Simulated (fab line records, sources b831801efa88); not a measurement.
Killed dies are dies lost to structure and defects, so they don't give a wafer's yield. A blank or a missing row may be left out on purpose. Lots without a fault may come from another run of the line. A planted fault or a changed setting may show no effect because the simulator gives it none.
One fault seen from 2 desks | flow gf180mcu | each desk has only its own numbers; what lay behind them comes last

THE METROLOGY DESK
What the gauges read, lot by lot, whatever tool the lot ran on: means of the sampled wafers that have a number. A lot is out of limits, marked OUT, if its mean lies more than 4 standard deviations from the usual mean; the brackets give that distance.
Columns: A = HV_LDD_TW at GF_HV_LDD_TW_MEAS_11, usual 2389; B = HV_LDD_2_TW at GF_HV_LDD_TW_MEAS_23, usual 1051; C = NSD_TW at GF_NSD_TW_MEAS_12, usual 4257; D = NSD_RS at GF_PSD_RS_MEAS_14, usual 46.12 ohm/sq
lot  | first seen here | A    | B    | C               | D
L661 | day 10 16:56    | 2413 | 1057 | 4284            | 46.20
L663 | day 11 09:39    | 2374 | 1042 | 4272            | 46.18
L664 | day 11 15:49    | 2430 | 1062 | 4281            | 46.00
L666 | day 12 04:12    | 2387 | 1063 | 4301            | 46.01
L668 | day 12 18:57    | 2371 | 1061 | 4260            | 46.05
L669 | day 13 06:30    | 2404 | 1042 | 4303            | 46.18
L671 | day 13 14:45    | 2428 | 1033 | 4241            | 46.13
L675 | day 14 21:20    | 2419 | 1065 | 4280            | 45.95
L676 | day 15 02:07    | 2368 | 1063 | 4524 (+5.1) OUT | 41.84 (-39) OUT
L677 | day 15 11:50    | 2442 | 1054 | 4550 (+5.6) OUT | 41.90 (-38) OUT
L681 | day 16 16:41    | 2336 | 1054 | 4252            | 46.15
This desk's finding: out of limits on L676, L677; first on L676, day 18 22:56 (NSD_TW at GF_NSD_TW_MEAS_12). In limits: L661, L663, L664, L666, L668, L669, L671, L675, L681.

THE TOOL OWNER'S DESK: implanter-03
The tool's own readings at GF_NSD_IMPLANT_09: means of the sampled wafers that have a number, for each lot that ran on this tool. A lot is out of limits, marked OUT, if its mean lies more than 4 standard deviations from the usual mean; the brackets give that distance.
Columns: A = beam_energy_keV at GF_NSD_IMPLANT_09, usual 60.003
lot  | first seen here | A
L669 | day 17 02:26    | 59.980
L675 | day 18 20:26    | 60.020
L676 | day 18 22:34    | 76.695 (+99 or more) OUT
L677 | day 19 11:48    | 76.705 (+99 or more) OUT
This desk's finding: out of limits on L676, L677; first on L676, day 18 22:34 (beam_energy_keV at GF_NSD_IMPLANT_09). In limits: L669, L675.

PUT TOGETHER
The tool owner's desk could have raised an alarm at day 18 22:34, on L676, L677.
The metrology desk could have raised an alarm at day 18 22:56, on L676, L677.
Of the lots named, all ran GF_NSD_IMPLANT_09 on implanter-03.

WHAT THE SIMULATOR HAD PUT IN
Process parameter drift: implanter-03, from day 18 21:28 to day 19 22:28, at GF_NSD_IMPLANT_09. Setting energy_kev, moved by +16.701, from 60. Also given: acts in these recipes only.
Lots struck among those shown: L676, L677.
Hours from the fault's start to each desk's first reading out of limits: the tool owner's desk, 1; the metrology desk, 1.
